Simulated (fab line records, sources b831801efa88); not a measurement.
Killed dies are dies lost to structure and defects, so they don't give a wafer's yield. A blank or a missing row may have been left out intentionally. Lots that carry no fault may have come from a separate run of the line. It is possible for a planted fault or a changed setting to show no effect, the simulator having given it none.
What tool caused it?	flow gf180mcu	14 lots, 40 wafers sampled, at 3 steps of a route of 602

WHAT THE GAUGES SHOWED, per wafer
GF_NWELL_OVL_MEAS_07. Usual: NWELL_OVL 0.8 nm, standard deviation 1.3.
lot	measured	on	NWELL_OVL (nm)	flag
L740	day 3 17:37	overlay-01	0.6 0.2 1.0	
L742	day 4 01:22	overlay-02	-0.4 -1.0 -0.8	
L743	day 4 05:08	overlay-01	1.0 1.4 0.9	
L746	day 4 19:10	overlay-01	0.2 0.9 -1.2	
L747	day 4 23:46	overlay-02	0.5 0.9 0.3	
L748	day 5 03:44	overlay-01	0.9 2.8 -0.5	
L749	day 5 08:04	overlay-01	2.7 1.8 2.7	
L750	day 5 14:43	overlay-01	0.3 2.6 0.9	
L751	day 5 20:32	overlay-01	-1.3 -1.6 -1.2	
L753	day 6 07:48	overlay-01	1.6 0.7	
L754	day 6 12:14	overlay-01	0.6 1.4 -0.7	
L757	day 7 06:23	overlay-02	-0.3 0.6	
L761	day 8 05:15	overlay-01	0.4 0.7 1.1	
L762	day 8 07:31	overlay-01	1.7 -1.4 1.2	

GF_NSD_CD_MEAS_07: target cd 400 nm. Usual: 401.0 nm for cdNm, sd 2.7.
lot	measured	on	cdNm (nm)	flag
L740	day 13 20:24	cdSem-01	400.5 399.9 398.9	
L742	day 14 10:35	cdSem-02	402.9 400.4 401.1	
L743	day 14 16:08	cdSem-01	398.9 399.4 400.6	
L746	day 15 11:29	cdSem-02	401.6 400.5 402.4	
L747	day 15 17:59	cdSem-02	405.6 404.8 403.7	
L748	day 16 02:04	cdSem-02	398.1 399.4 398.5	
L749	day 16 06:21	cdSem-01	395.6 395.4 394.1	
L750	day 16 20:07	cdSem-02	399.7 400.2 400.8	
L751	day 17 07:02	cdSem-02	401.8 403.4 402.8	
L753	day 17 19:20	cdSem-01	401.9 401.5	
L754	day 18 02:05	cdSem-02	404.1 406.5 404.9	
L757	day 19 07:18	cdSem-01	401.9 400.8	
L761	day 20 16:50	cdSem-02	408.3 405.9 406.5	
L762	day 20 20:34	cdSem-01	399.7 397.6 399.6	

EACH LOT AND THE TOOL THAT RAN IT (in order: tool; ch and the chambers of the sampled wafers; start)
lot	GF_STI_PEB_10
L740	lithoTrack-01 ch 0, day 2 01:21
L742	lithoTrack-02 ch 0, day 2 13:53
L743	lithoTrack-02 ch 0, day 2 20:50
L746	lithoTrack-04 ch 0, day 3 11:34
L747	lithoTrack-01 ch 0, day 3 14:55
L748	lithoTrack-02 ch 0, day 3 19:04
L749	lithoTrack-04 ch 0, day 3 22:53
L750	lithoTrack-04 ch 0, day 4 03:56
L751	lithoTrack-02 ch 0, day 4 09:14
L753	lithoTrack-04 ch 0, day 4 19:31
L754	lithoTrack-01 ch 0, day 5 01:45
L757	lithoTrack-04 ch 0, day 5 17:29
L761	lithoTrack-02 ch 0, day 6 14:11
L762	lithoTrack-02 ch 0, day 6 18:22
- GF_STI_PEB_10: peb time 90 s.

AS READ BY THE TOOLS THEMSELVES (means over the sampled wafers that have a number; for cases with no such wafer, the mark the record gives instead)
GF_STI_PEB_10. Usual: exhaustPa 45.3 Pa, standard deviation 0.92; heaterPowerTotalW 85.71 W, standard deviation 0.08.
lot	tool	exhaustPa (Pa)	heaterPowerTotalW (W)	flag
L740	lithoTrack-01	46.6	85.73	
L742	lithoTrack-02	44.6	85.72	
L743	lithoTrack-02	45.7	85.68	
L746	lithoTrack-04	46.1	85.66	
L747	lithoTrack-01	45.0	85.76	
L748	lithoTrack-02	44.5	85.67	
L749	lithoTrack-04	45.9	85.70	
L750	lithoTrack-04	45.1	85.69	
L751	lithoTrack-02	45.3	85.73	
L753	lithoTrack-04	47.0	86.42	OFF
L754	lithoTrack-01	45.8	85.70	
L757	lithoTrack-04	44.5	86.43	OFF
L761	lithoTrack-02	44.9	85.68	
L762	lithoTrack-02	44.7	85.68	

THE ANSWER, worked out from the rows above alone
Rule: a lot is off if the mean of its wafers that have a number lies more than 3 standard deviations from the usual mean. A lot without any number at a reading at which 4 lots or more have one is off too. The other lots that the step has rows for count as sound. After the gauges, taken in route order, come the tools' own readings; for these a lot's mean is taken, as printed above. At the first step where some lot is off, the reading lying furthest off is the one used; lots without a number count as furthest.
Off: L753, L757, at GF_STI_PEB_10 (heaterPowerTotalW).
If a tool, at that step or one of the process steps before it, ran each lot that is off and ran no sound lot following the first of them, it fits. One fits: lithoTrack-04 at GF_STI_PEB_10. Its last sound lot is L750 (day 4 03:56), its first lot that is off L753 (day 4 19:31): a fault that began between those two fits.
The tool's own readings at GF_STI_PEB_10 bear it out: on the lots that are off they differ by more than 5 times the standard deviation of the sound lots' means. heaterPowerTotalW reads 86.43 W there against 85.70 W on the sound lots.

WHAT THE SIMULATOR HAD PUT IN
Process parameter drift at GF_STI_PEB_10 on lithoTrack-04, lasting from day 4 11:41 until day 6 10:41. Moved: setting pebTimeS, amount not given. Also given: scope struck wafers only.
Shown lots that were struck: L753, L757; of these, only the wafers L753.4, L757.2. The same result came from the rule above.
